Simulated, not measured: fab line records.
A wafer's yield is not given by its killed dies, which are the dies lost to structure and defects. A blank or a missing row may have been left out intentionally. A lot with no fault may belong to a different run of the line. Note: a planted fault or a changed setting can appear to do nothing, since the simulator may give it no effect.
2 desks, one fault / flow sky130 / what lay behind the numbers comes last; until then each desk has only its own

## AT THE TOOL OWNER'S DESK: pecvd-04
The tool's own readings at SKY_CONTACT_CVD_00 (deposits Si3N4, target thk 75 nm): means of the sampled wafers that have a number, for each lot that ran on this tool. If a lot's mean is further than 4 standard deviations from the usual mean, the lot is out of limits and carries the mark OUT (the distance appears in the brackets).
Columns: A = heaterPowerW at SKY_CONTACT_CVD_00, usual 713 W; B = rfFwdPowerW at SKY_CONTACT_CVD_00, usual 443.4 W
lot=L837; first seen here=day 30 14:02; A=661; B=442.8
lot=L839; first seen here=day 31 01:49; A=674; B=442.5
lot=L847; first seen here=day 34 13:28; A=691; B=442.5
lot=L849; first seen here=day 34 19:20; A=659; B=448.0
This desk found nothing out of limits on any of the 4 lots.

## FROM THE METROLOGY DESK
What the gauges read for every lot (on any tool): the sampled wafers with a number, averaged. If a lot's mean is further than 4 standard deviations from the usual mean, the lot is out of limits and carries the mark OUT (the distance appears in the brackets).
Columns: A = CONTACT_CVD_00_THK at SKY_CONTACT_THK_MEAS_01, usual 75.1 nm
lot=L837; first seen here=day 30 14:05; A=75.9
lot=L839; first seen here=day 31 01:52; A=75.7
lot=L840; first seen here=day 31 07:37; A=74.6
lot=L844; first seen here=day 33 13:53; A=75.1
lot=L847; first seen here=day 34 13:29; A=72.5
lot=L849; first seen here=day 34 19:23; A=73.8
lot=L850; first seen here=day 34 23:36; A=74.4
lot=L851; first seen here=day 35 09:02; A=73.9
lot=L853; first seen here=day 35 09:50; A=75.5
lot=L855; first seen here=day 36 03:58; A=75.1
lot=L856; first seen here=day 36 17:04; A=75.1
lot=L859; first seen here=day 37 12:08; A=75.5
lot=L858; first seen here=day 37 13:55; A=74.9
lot=L860; first seen here=day 37 21:53; A=73.4
This desk found nothing out of limits on any of the 14 lots.

## BROUGHT TOGETHER
Nothing out of limits was seen by the tool owner's desk.
Nothing out of limits was seen by the metrology desk.

## WHAT THE SIMULATOR HAD PUT IN
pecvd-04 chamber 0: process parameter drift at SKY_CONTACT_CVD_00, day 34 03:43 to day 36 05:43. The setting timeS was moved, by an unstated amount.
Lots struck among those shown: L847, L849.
